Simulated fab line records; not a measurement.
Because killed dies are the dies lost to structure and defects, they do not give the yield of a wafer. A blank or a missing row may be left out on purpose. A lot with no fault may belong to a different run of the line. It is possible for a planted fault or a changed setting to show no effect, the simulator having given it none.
The same fault as seen by 2 desks	flow gf180mcu	every desk sees just its own numbers, and what lay behind them comes last

## FROM THE METROLOGY DESK
Lot by lot, what the gauges showed, no matter which tool ran the lot: averages of those sampled wafers that carry a number. If a lot's mean is further than 4 standard deviations from the usual mean, the lot is out of limits and carries the mark OUT (the distance appears in the brackets).
Columns: A = VT_IMPLANT_02_OVL at GF_VT_IMPLANT_OVL_MEAS_29, usual 0.4 nm; B = MVPSD_RS at GF_VT_IMPLANT_RS_MEAS_49, usual 1169.4 ohm/sq
lot	first seen here	A	B
L831	day 6 22:01	-0.2	1170.2
L832	day 7 05:26	0.1	1169.5
L834	day 7 15:14	-0.1	1175.4
L837	day 8 12:01	-0.4	1167.4
L839	day 9 01:49	2.0	1167.9
L840	day 9 06:56	0.6	1171.5
L844	day 10 10:23	0.0	1174.0
L847	day 11 05:26	-1.5	1188.4 (+6.8) OUT
L848	day 11 11:44	1.5	1195.4 (+9.3) OUT
L849	day 11 18:08	0.1	1171.9
L852	day 12 12:08	1.3	1169.0
This desk's result: L847, L848 out of limits, first on L847 (MVPSD_RS at GF_VT_IMPLANT_RS_MEAS_49), day 12 01:30. L831, L832, L834, L837, L839, L840, L844, L849, L852: within limits.

## TOOL OWNER'S DESK, implanter-01
The tool's own readings at GF_MVPSD_IMPLANT_08: means of the sampled wafers that have a number, for each lot that ran on this tool. If a lot's mean is further than 4 standard deviations from the usual mean, the lot is out of limits and carries the mark OUT (the distance appears in the brackets).
Columns: A = beam_energy_keV at GF_MVPSD_IMPLANT_08, usual 170.00; B = beam_on_s at GF_MVPSD_IMPLANT_08, usual 10.02 s; C = dose_ions_cm2 at GF_MVPSD_IMPLANT_08, usual 1.4999e+13
lot	first seen here	A	B	C
L832	day 5 08:21	170.00	10.09	1.4996e+13
L834	day 5 18:08	169.95	10.14	1.5022e+13
L840	day 7 04:59	169.99	9.98	1.5017e+13
L844	day 8 06:38	170.00	9.94	1.4996e+13
L847	day 9 00:50	151.52 (-99 or more) OUT	10.00	1.5008e+13
L848	day 9 05:44	151.49 (-99 or more) OUT	10.07	1.4996e+13
This desk's finding: out of limits on L847, L848; first on L847, day 9 00:50 (beam_energy_keV at GF_MVPSD_IMPLANT_08). L832, L834, L840, L844: within limits.

## ALL TOGETHER
An alarm could have come from the tool owner's desk at day 9 00:50, on L847, L848.
At day 12 01:30 the metrology desk could have sounded an alarm, on L847, L848.
All the named lots went through GF_MVPSD_IMPLANT_08 on implanter-01.

## WHAT THE SIMULATOR HAD INSERTED
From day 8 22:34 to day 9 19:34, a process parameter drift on implanter-01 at GF_MVPSD_IMPLANT_08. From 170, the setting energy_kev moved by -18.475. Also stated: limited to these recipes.
Shown lots that were struck: L847, L848.
Fault start to first reading out of limits, in hours, per desk: tool owner, 2; metrology, 75.
